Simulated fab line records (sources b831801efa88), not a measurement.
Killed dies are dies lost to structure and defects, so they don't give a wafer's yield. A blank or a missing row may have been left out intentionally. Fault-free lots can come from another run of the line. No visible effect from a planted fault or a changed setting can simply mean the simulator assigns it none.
Comparing a struck lot with a sound one + flow sky130 + 15 steps out of a route of 708
Sound: wafers L273.1, L273.5, L273.6. The struck wafers were L284.3, L284.4, L284.5. Last of all comes the cause.
Each step with rows lists, per side, the tool, then ch with its chambers, then its first start. Under that, the readings that differ: sound wafers + struck wafers + difference of the means + sigmas: that difference in standard deviations of wafers without a fault.
alike: a reading whose means differ by less than 2 such deviations, as well as words and numbers matching on both sides. not compared: withheld readings; readings where some wafer has no value; bounds like >300 that might hide an equal value; numbers whose values overlap and for which the record gives no deviation.
Wherever a step has rows on one side only, a row that says differs or no value, or a row with sigmas, the two part there. When numbers do not overlap yet have no deviation, they are printed without sigmas and do not part them. Lack of a reading on every wafer of one side parts them only where that side has two or more wafers.

first, 3 steps without rows for these wafers: SKY_SD_P_EXPOSE_04 (exposes mask PSDM, target cd 380 nm); SKY_SD_P_PEB_05; SKY_SD_P_DEVELOP_06 (develop time 60 s).
SKY_SD_P_CD_MEAS_07: target cd 380 nm.
  sound: cd-sem-02 at day 25 15:01; struck: cd-sem-02 at day 29 19:25
  alike: cd-nm
SKY_SD_P_OVL_MEAS_08:
  sound: overlay-02 at day 25 15:08; struck: overlay-01 at day 29 19:30
  alike: SD_P_OVL
following that, these wafers have no rows for 1 step: SKY_SD_P_IMPLANT_09.
SKY_SD_P_STRIP_10: strips in O2/N2.
  sound on plasma-asher-01 ch 0,1, day 25 15:19; struck on plasma-asher-04 ch 0,1, day 29 19:43
  alike: chamber-pressure-mTorr, drypump-motor-current-A, oes-product-au, strip-time-to-endpoint-s
  not compared: rf-hours-counter-h
SKY_SD_P_TW_MEAS_11:
  sound: film-metro-02 at day 25 15:25; struck: film-metro-02 at day 29 19:48
  alike: SD_P_TW
then, 4 steps without rows for these wafers: SKY_RES_XHIGH_DEHYDRATE_00 (time 60 s); SKY_RES_XHIGH_HMDS_01 (prime time 62.52 s); SKY_RES_XHIGH_COAT_02 (resist thk 1140 nm); SKY_RES_XHIGH_SOFTBAKE_03 (time 60 s).
SKY_RES_XHIGH_EXPOSE_04: exposes mask URPM, target cd 1270 nm.
  sound on iline-stepper-01 ch 0, day 26 06:23; struck on iline-stepper-02 ch 0, day 30 09:45
| reading | sound                | struck                        | difference | sigmas |
|---------|----------------------|-------------------------------|------------|--------|
| mask    | URPM#0 URPM#0 URPM#0 | URPM_R1#0 URPM_R1#0 URPM_R1#0 | differs    |        |
following that, these wafers have no rows for 1 step: SKY_RES_XHIGH_PEB_05.
-- record jumps: 18 days separate the struck wafers' starts on either side; left off in module RES_XHIGH, taken up again in module PAD_OPEN, whose first shown step is the route's number 708 --
SKY_PAD_OPEN_PROBE_99:
  sound: prober-02 at day 45 21:46; struck: prober-01 at day 48 19:43
  alike: killed_at_M0_to_M3, killed_at_M4_up, killed-at-contacts, killed-at-front-end, killed-at-other, killed-dies, killed-on-rim, killed-open, killed-short

## WHERE THEY PART
Only at SKY_RES_XHIGH_EXPOSE_04, as far as this record shows. Later steps at which nothing parts them and some readings are alike: SKY_PAD_OPEN_PROBE_99.

WHY: whatever the simulator had introduced
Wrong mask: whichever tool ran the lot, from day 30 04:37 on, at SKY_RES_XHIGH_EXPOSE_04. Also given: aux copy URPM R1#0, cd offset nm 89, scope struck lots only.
